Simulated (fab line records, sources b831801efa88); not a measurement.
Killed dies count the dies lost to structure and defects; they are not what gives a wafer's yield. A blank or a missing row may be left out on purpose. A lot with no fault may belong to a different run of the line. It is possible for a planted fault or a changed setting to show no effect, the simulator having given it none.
Which tool did it? | flow sky130 | Sampling: 11 lots, 33 wafers, 5 of 708 route steps

== WHAT THE GAUGES SHOWED, per wafer ==
SKY_VT_ADJUST_NCORE_CD_MEAS_07: the cd target is 380 nm.
lot  | measured     | on        | cd-nm (nm)
L606 | day 8 13:44  | cd-sem-01 | 384 383 383
L608 | day 9 00:49  | cd-sem-01 | 377 378 379
L609 | day 9 11:34  | cd-sem-02 | 379 381 380
L610 | day 9 15:55  | cd-sem-01 | 384 384 385
L611 | day 10 08:04 | cd-sem-01 | 378 381 380
L612 | day 10 08:21 | cd-sem-02 | 379 376 380
L621 | day 12 23:14 | cd-sem-01 | 375 377 377
L623 | day 13 16:31 | cd-sem-02 | 381 378 381
L624 | day 13 18:40 | cd-sem-02 | 375 376 377
L625 | day 14 02:35 | cd-sem-01 | 381 382 383
L627 | day 14 21:52 | cd-sem-02 | 381 382 384

SKY_SONOS_ONO_OVL_MEAS_14.
lot  | measured     | on         | SONOS_ONO_OVL (nm)
L606 | day 12 15:01 | overlay-02 | 0.0 -0.6 -1.6
L608 | day 13 03:25 | overlay-01 | -0.4 -0.6 -0.1
L609 | day 13 15:13 | overlay-02 | 1.1 0.1 0.7
L610 | day 13 23:03 | overlay-02 | -0.3 0.8 0.2
L611 | day 14 16:29 | overlay-02 | 2.2 0.2 0.7
L612 | day 14 16:47 | overlay-01 | -0.3 0.3 -0.1
L621 | day 17 21:05 | overlay-02 | 0.9 1.5 0.0
L623 | day 18 15:59 | overlay-02 | 0.5 1.3 0.6
L624 | day 18 16:59 | overlay-02 | 0.0 -0.4 -0.1
L625 | day 19 02:06 | overlay-02 | 0.0 -0.7 -0.3
L627 | day 20 00:26 | overlay-02 | 0.9 0.2 1.0

SKY_LDD_LDN_OVL_MEAS_07.
lot  | measured     | on         | LDD_LDN_OVL (nm)
L606 | day 22 19:32 | overlay-02 | 1.6 -0.1 -0.4
L608 | day 23 09:31 | overlay-01 | 1.1 0.8 -0.4
L609 | day 24 00:16 | overlay-01 | 0.9 0.9 -0.1
L610 | day 24 05:44 | overlay-01 | 0.2 0.1 0.5
L611 | day 25 03:07 | overlay-02 | - - -
L612 | day 25 05:54 | overlay-01 | 2.2 2.3 2.3
L621 | day 28 09:00 | overlay-01 | -1.6 0.5 1.5
L623 | day 28 23:28 | overlay-01 | 2.6 1.2 -1.2
L624 | day 29 04:10 | overlay-01 | -0.1 0.7 0.2
L625 | day 29 08:54 | overlay-01 | -1.1 -1.2 -2.0
L627 | day 30 05:29 | overlay-02 | -1.5 -2.2 0.2

SKY_LDD_LDN_TW_MEAS_13.
lot  | measured     | on            | LDD_LDN_TW
L606 | day 22 20:17 | film-metro-04 | 1456 1451 1459
L608 | day 23 10:15 | film-metro-04 | 1469 1456 1466
L609 | day 24 01:01 | film-metro-01 | 1490 1489 1485
L610 | day 24 06:28 | film-metro-01 | 1492 1491 1490
L611 | day 25 03:52 | film-metro-01 | 30 30 30 30 31 30
L612 | day 25 06:38 | film-metro-04 | 1464 1464 1468
L621 | day 28 09:44 | film-metro-04 | 1467 1473 1471
L623 | day 29 00:12 | film-metro-02 | 1487 1484 1491
L624 | day 29 04:54 | film-metro-02 | 1477 1495 1490
L625 | day 29 09:38 | film-metro-04 | 1468 1467 1462
L627 | day 30 06:14 | film-metro-04 | 1471 1456 1462

== WHAT TOOL EACH LOT RAN ON (gives the tool, then ch and the chambers of the sampled wafers, and finally the start) ==
lot  | SKY_LDD_LDN_EXPOSE_04
L606 | iline-stepper-02 ch 0, day 22 04:36
L608 | iline-stepper-02 ch 0, day 22 18:05
L609 | iline-stepper-01 ch 0, day 23 09:54
L610 | iline-stepper-01 ch 0, day 23 14:53
L611 | iline-stepper-01 ch 0, day 24 12:23
L612 | iline-stepper-02 ch 0, day 24 15:20
L621 | iline-stepper-02 ch 0, day 27 18:35
L623 | iline-stepper-01 ch 0, day 28 10:12
L624 | iline-stepper-02 ch 0, day 28 14:27
L625 | iline-stepper-02 ch 0, day 28 19:22
L627 | iline-stepper-02 ch 0, day 29 15:39
- SKY_LDD_LDN_EXPOSE_04: exposes mask LDNTM, target cd 700 nm.

== AS READ BY THE TOOLS THEMSELVES (means over the sampled wafers that have a number; for cases with no such wafer, the mark the record gives instead) ==
SKY_LDD_LDN_EXPOSE_04.
lot  | tool             | exposure-dose-mJ-cm2 | focus-offset-nm (nm)
L606 | iline-stepper-02 | 140.21               | 0.3
L608 | iline-stepper-02 | 140.17               | 0.1
L609 | iline-stepper-01 | 140.00               | -0.5
L610 | iline-stepper-01 | 139.87               | 0.1
L611 | iline-stepper-01 | 140.16               | 0.1
L612 | iline-stepper-02 | 139.82               | 0.3
L621 | iline-stepper-02 | 139.81               | 0.1
L623 | iline-stepper-01 | 139.92               | -0.5
L624 | iline-stepper-02 | 140.03               | 1.3
L625 | iline-stepper-02 | 140.12               | 0.2
L627 | iline-stepper-02 | 140.02               | 0.1

== THE ANSWER, worked out from the rows above alone ==
Rule: the usual values come from the lots themselves. The widest of any qualifying gaps counts: lots, ordered by their means at a reading, are off when they make up no more than a third of the lots, leave a main group of 4 or more, and stand apart from it by 3 or more times the standard deviation of that group's means. A main group is skipped when, at the precision printed for the reading in the tables above, its means are all equal. A lot without any number at a reading at which 4 lots or more have one is off too. The other lots that the step has rows for count as sound. Order of review: gauges by route order, followed by the tools' own readings, for which a lot's mean as printed above is used. At the first step where some lot is off, the reading lying furthest off is the one used; lots without a number count as furthest.
Off: L611, at SKY_LDD_LDN_OVL_MEAS_07 (LDD_LDN_OVL). Without a number there: L611. For the main group the mean is 0.3 nm and the standard deviation 0.97.
A tool fits if, at a process step before that reading, it ran every lot that is off, and no sound lot after the first of them. Not tried: the gauges at SKY_LDD_LDN_OVL_MEAS_07; whatever is off there is also off at SKY_LDD_LDN_TW_MEAS_13, on other tools, and gauge error can't account for it. No candidate that was tried fits.

== WHAT THE SIMULATOR PUT IN ==
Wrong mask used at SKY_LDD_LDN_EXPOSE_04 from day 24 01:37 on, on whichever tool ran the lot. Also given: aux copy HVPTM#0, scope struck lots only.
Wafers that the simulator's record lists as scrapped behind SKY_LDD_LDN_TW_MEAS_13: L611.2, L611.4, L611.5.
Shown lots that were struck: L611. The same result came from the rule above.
